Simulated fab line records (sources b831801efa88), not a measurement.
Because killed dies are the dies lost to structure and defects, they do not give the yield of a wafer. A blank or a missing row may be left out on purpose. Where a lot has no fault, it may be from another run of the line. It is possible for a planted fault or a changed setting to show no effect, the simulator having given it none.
Matching of chambers :: flow sky130 :: SKY_VIA2_CMP_24 on cmp-01 has 4 sister chambers
The step polishes, stops on SiO2, t overpolish 20 s, target thk 0 nm. 17 wafers are shown with their chamber, then 8 later ones without.

WAFERS PAIRED WITH THEIR CHAMBERS
wafer: L800.3
chamber: 1
motor current A (A): 11.6
overpolish run s (s): 20.011
time to endpoint s (s): 95

wafer: L800.4
chamber: 2
motor current A (A): 9.6
overpolish run s (s): 19.991
time to endpoint s (s): 96

wafer: L800.5
chamber: 3
motor current A (A): 10.9
overpolish run s (s): 20.008
time to endpoint s (s): 100

wafer: L799.1
chamber: 3
motor current A (A): 11.1
overpolish run s (s): 20.001
time to endpoint s (s): 100

wafer: L799.2
chamber: 2
motor current A (A): 9.4
overpolish run s (s): 20.003
time to endpoint s (s): 99

wafer: L799.5
chamber: 0
motor current A (A): 12.4
overpolish run s (s): 19.993
time to endpoint s (s): 97

wafer: L807.2
chamber: 2
motor current A (A): 10.0
overpolish run s (s): 20.004
time to endpoint s (s): 98

wafer: L807.3
chamber: 3
motor current A (A): 11.4
overpolish run s (s): 20.007
time to endpoint s (s): 99

wafer: L808.1
chamber: 3
motor current A (A): 11.2
overpolish run s (s): 20.001
time to endpoint s (s): 100

wafer: L808.2
chamber: 2
motor current A (A): 9.9
overpolish run s (s): 20.008
time to endpoint s (s): 92

wafer: L817.1
chamber: 3
motor current A (A): 10.9
overpolish run s (s): 19.977
time to endpoint s (s): 100

wafer: L817.3
chamber: 2
motor current A (A): 9.5
overpolish run s (s): 19.991
time to endpoint s (s): 97

wafer: L817.6
chamber: 3
motor current A (A): 11.1
overpolish run s (s): 19.993
time to endpoint s (s): 100

wafer: L815.2
chamber: 1
motor current A (A): 11.4
overpolish run s (s): 20.004
time to endpoint s (s): 100

wafer: L815.5
chamber: 1
motor current A (A): 11.2
overpolish run s (s): 20.002
time to endpoint s (s): 102

wafer: L815.6
chamber: 2
motor current A (A): 9.7
overpolish run s (s): 20.015
time to endpoint s (s): 101

wafer: L818.2
chamber: 2
motor current A (A): 10.0
overpolish run s (s): 19.989
time to endpoint s (s): 101

SIGNATURES (averages over the wafers above)
reading: motor current A
chamber 0: 12.400
chamber 1: 11.400
chamber 2: 9.729
chamber 3: 11.100
scatter within a chamber: 0.217

reading: overpolish run s
chamber 0: 19.99300
chamber 1: 20.00567
chamber 2: 20.00014
chamber 3: 19.99783
scatter within a chamber: 0.01

reading: time to endpoint s
chamber 0: 97.00
chamber 1: 99.00
chamber 2: 97.71
chamber 3: 99.83
scatter within a chamber: 2.58
Rule: a wafer's distance from a chamber is the root of the sum, over the readings, of the square of ((its reading less the chamber's mean) divided by the reading's scatter). The wafer belongs to the nearest chamber; if the next one is less than 2 further off, it can't be placed. How the scatter is found: for the shown wafers, subtract from each reading the mean of its chamber, square and add these, divide the total by (wafers less chambers), then take the root.

WAFERS WHOSE CHAMBER IS MISSING
wafer: L818.3
motor current A (A): 11.3
overpolish run s (s): 20.014
time to endpoint s (s): 104

wafer: L818.4
motor current A (A): 11.9
overpolish run s (s): 20.006
time to endpoint s (s): 104

wafer: L819.1
motor current A (A): 9.6
overpolish run s (s): 20.003
time to endpoint s (s): 103

wafer: L819.3
motor current A (A): 11.1
overpolish run s (s): 19.993
time to endpoint s (s): 105

wafer: L819.6
motor current A (A): 11.3
overpolish run s (s): 19.989
time to endpoint s (s): 104

wafer: L821.1
motor current A (A): 11.3
overpolish run s (s): 20.003
time to endpoint s (s): 99

wafer: L821.4
motor current A (A): 13.0
overpolish run s (s): 20.022
time to endpoint s (s): 103

wafer: L821.6
motor current A (A): 13.1
overpolish run s (s): 20.004
time to endpoint s (s): 100

WHICH CHAMBER EACH WENT THROUGH
wafer: L818.3
from the rows above: can't be placed: 1 or 3
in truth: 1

wafer: L818.4
from the rows above: can't be placed: 1 or 0 or 3
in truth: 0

wafer: L819.1
from the rows above: 2
in truth: 2

wafer: L819.3
from the rows above: can't be placed: 3 or 1
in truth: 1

wafer: L819.6
from the rows above: can't be placed: 3 or 1
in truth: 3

wafer: L821.1
from the rows above: can't be placed: 1 or 3
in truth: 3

wafer: L821.4
from the rows above: 0
in truth: 0

wafer: L821.6
from the rows above: 0
in truth: 0
Correct placement for 3 of the 8. Can't be placed from these rows: 5 (the true chamber is among the candidates in 5). 0 placed wrongly.
